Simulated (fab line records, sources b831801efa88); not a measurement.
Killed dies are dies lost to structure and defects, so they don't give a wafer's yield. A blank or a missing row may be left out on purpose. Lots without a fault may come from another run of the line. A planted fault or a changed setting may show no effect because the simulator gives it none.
Which tool did it? | flow sky130 | 13 lots, 39 wafers sampled, at 5 steps of a route of 708

WHAT THE GAUGES READ, wafer by wafer
SKY_POLY_GATE_THK_MEAS_21. Usual: POLY_GATE_OXIDATION_THK 3.99 nm, standard deviation 0.079.
lot  | measured     | on            | POLY_GATE_OXIDATION_THK (nm) | flag
L394 | day 16 20:37 | film_metro-02 | 3.96 3.92 3.90               |
L396 | day 17 09:46 | film_metro-01 | 4.16 4.09 4.17               |
L397 | day 17 14:44 | film_metro-01 | 3.89 3.90 3.99               |
L399 | day 18 21:43 | film_metro-01 | 3.90 3.97 4.00               |
L400 | day 18 21:43 | film_metro-02 | 4.12 4.09 4.11               |
L402 | day 19 12:53 | film_metro-04 | 3.90 4.06 4.06               |
L403 | day 20 01:29 | film_metro-04 | 4.54 4.55 4.55               | OFF
L404 | day 20 03:08 | film_metro-04 | 4.61 4.65 4.56               | OFF
L406 | day 21 02:31 | film_metro-04 | 4.65 4.65 4.63               | OFF
L405 | day 21 04:33 | film_metro-01 | 3.97 3.94 3.86               |
L415 | day 24 06:26 | film_metro-02 | 3.94 3.93 3.98               |
L417 | day 24 11:22 | film_metro-02 | 4.02 4.04 4.06               |
L416 | day 24 12:37 | film_metro-04 | 3.96 3.94 3.95               |

SKY_LDD_N_OVL_MEAS_07. Usual: LDD_N_OVL -0.2 nm, standard deviation 1.4.
lot  | measured     | on         | LDD_N_OVL (nm) | flag
L394 | day 18 01:34 | overlay-01 | 2.4 0.0 -0.4   |
L396 | day 18 15:28 | overlay-01 | -0.7 0.2 -0.7  |
L397 | day 18 20:29 | overlay-01 | -1.7 -1.4 -0.7 |
L399 | day 20 03:52 | overlay-02 | -1.6 -0.2 1.0  |
L400 | day 20 03:53 | overlay-01 | 2.1 0.8 1.2    |
L402 | day 20 19:10 | overlay-01 | 1.3 0.2 -1.5   |
L403 | day 21 08:32 | overlay-02 | 1.1 -0.8 -0.5  |
L404 | day 21 09:47 | overlay-01 | 1.7 -0.6 -1.5  |
L406 | day 22 08:41 | overlay-02 | -0.6 1.3 0.7   |
L405 | day 22 12:17 | overlay-01 | 0.6 0.3 0.6    |
L415 | day 25 11:49 | overlay-02 | -3.2 -2.5 -2.8 |
L417 | day 25 17:14 | overlay-02 | -0.1 0.2 0.7   |
L416 | day 25 18:08 | overlay-01 | -1.9 1.0 -0.6  |

SKY_LDD_HVN_TW_MEAS_10. Usual: LDD_HVN_TW 1438, standard deviation 12.
lot  | measured     | on            | LDD_HVN_TW     | flag
L394 | day 20 15:21 | film_metro-02 | 1427 1420 1425 |
L396 | day 21 05:12 | film_metro-02 | 1422 1413 1414 |
L397 | day 21 10:37 | film_metro-02 | 1419 1416 1427 |
L399 | day 22 19:28 | film_metro-04 | 1435 1444 1436 |
L400 | day 22 19:31 | film_metro-01 | 1453 1447 1447 |
L402 | day 23 09:34 | film_metro-01 | 1450 1449 1450 |
L403 | day 23 23:31 | film_metro-02 | 1427 1418 1423 |
L404 | day 24 00:16 | film_metro-01 | 1445 1448 1441 |
L406 | day 24 21:50 | film_metro-01 | 1438 1445 1446 |
L405 | day 25 01:40 | film_metro-01 | 1441 1441 1450 |
L415 | day 27 23:16 | film_metro-04 | 1441 1443 1448 |
L417 | day 28 05:08 | film_metro-02 | 1432 1431 1435 |
L416 | day 28 05:50 | film_metro-02 | 1434 1434 1437 |

SKY_SD_P_TW_MEAS_11. Usual: SD_P_TW 2815, standard deviation 23.
lot  | measured     | on            | SD_P_TW        | flag
L394 | day 25 18:13 | film_metro-04 | 2808 2828 2834 |
L396 | day 26 08:07 | film_metro-04 | 2833 2825 2809 |
L397 | day 26 12:44 | film_metro-01 | 2842 2830 2846 |
L399 | day 27 21:02 | film_metro-04 | 2834 2833 2844 |
L400 | day 27 21:32 | film_metro-02 | 2788 2792 2791 |
L402 | day 28 07:32 | film_metro-04 | 2832 2828 2824 |
L403 | day 28 22:08 | film_metro-04 | 2823 2809 2831 |
L404 | day 29 00:06 | film_metro-02 | 2779 2790 2791 |
L406 | day 29 19:20 | film_metro-01 | 2860 2854 2842 |
L405 | day 29 22:26 | film_metro-04 | 2820 2815 2834 |
L415 | day 32 17:08 | film_metro-01 | 2821 2826 2832 |
L417 | day 32 22:35 | film_metro-02 | 2777 2775 2782 |
L416 | day 32 23:24 | film_metro-02 | 2776 2787 2787 |

WHICH TOOL RAN EACH LOT (tool, then ch and the chambers of the sampled wafers, then the start)
lot  | SKY_POLY_GATE_OXIDATION_20
L394 | furnace-01 ch 0, day 16 19:20
L396 | furnace-02 ch 0, day 17 08:29
L397 | furnace-01 ch 0, day 17 13:29
L399 | furnace-01 ch 0, day 18 20:28
L400 | furnace-01 ch 0, day 18 20:28
L402 | furnace-02 ch 0, day 19 11:38
L403 | furnace-02 ch 0, day 20 00:14
L404 | furnace-02 ch 0, day 20 01:53
L406 | furnace-02 ch 0, day 21 01:15
L405 | furnace-01 ch 0, day 21 03:18
L415 | furnace-01 ch 0, day 24 05:11
L417 | furnace-02 ch 0, day 24 10:06
L416 | furnace-01 ch 0, day 24 11:21
- SKY_POLY_GATE_OXIDATION_20: stabilise 600 s, purge 300 s, target thk 4 nm.

WHAT THE TOOLS THEMSELVES READ (means of the sampled wafers that have a number; where no wafer has one, the mark that the record gives instead)
SKY_POLY_GATE_OXIDATION_20. Usual: spike_tc_bottom_C 866.4 C, standard deviation 1.8; zone_power_upper_pct 15.6 %, standard deviation 1.
lot  | tool       | spike_tc_bottom_C (C) | zone_power_upper_pct (%) | flag
L394 | furnace-01 | 865.8                 | 14.8                     |
L396 | furnace-02 | 869.7                 | 16.9                     |
L397 | furnace-01 | 864.5                 | 14.8                     |
L399 | furnace-01 | 864.3                 | 14.7                     |
L400 | furnace-01 | 865.1                 | 14.7                     |
L402 | furnace-02 | 868.0                 | 17.0                     |
L403 | furnace-02 | 867.9                 | 17.1                     |
L404 | furnace-02 | 868.3                 | 16.7                     |
L406 | furnace-02 | 868.0                 | 16.8                     |
L405 | furnace-01 | 865.5                 | 14.7                     |
L415 | furnace-01 | 865.4                 | 14.8                     |
L417 | furnace-02 | 869.1                 | 16.8                     |
L416 | furnace-01 | 865.0                 | 14.9                     |

THE ANSWER, worked out from the rows above alone
Rule: a lot is off if the mean of its wafers that have a number lies more than 3 standard deviations from the usual mean. A lot without any number at a reading at which 4 lots or more have one is off too. The other lots that the step has rows for count as sound. The gauges are gone through in route order, then the tools' own readings, and for those a lot's mean is taken as printed above. The first step at which some lot is off is used, and at that step the reading that is off furthest; a lot without a number counts as furthest.
Off: L403, L404, L406, at SKY_POLY_GATE_THK_MEAS_21 (POLY_GATE_OXIDATION_THK).
A tool fits if, at a process step before that reading, it ran every lot that is off, and no sound lot after the first of them. The gauges at SKY_POLY_GATE_THK_MEAS_21 are tried like those tools. None of those tried fits.

WHAT THE SIMULATOR HAD PUT IN
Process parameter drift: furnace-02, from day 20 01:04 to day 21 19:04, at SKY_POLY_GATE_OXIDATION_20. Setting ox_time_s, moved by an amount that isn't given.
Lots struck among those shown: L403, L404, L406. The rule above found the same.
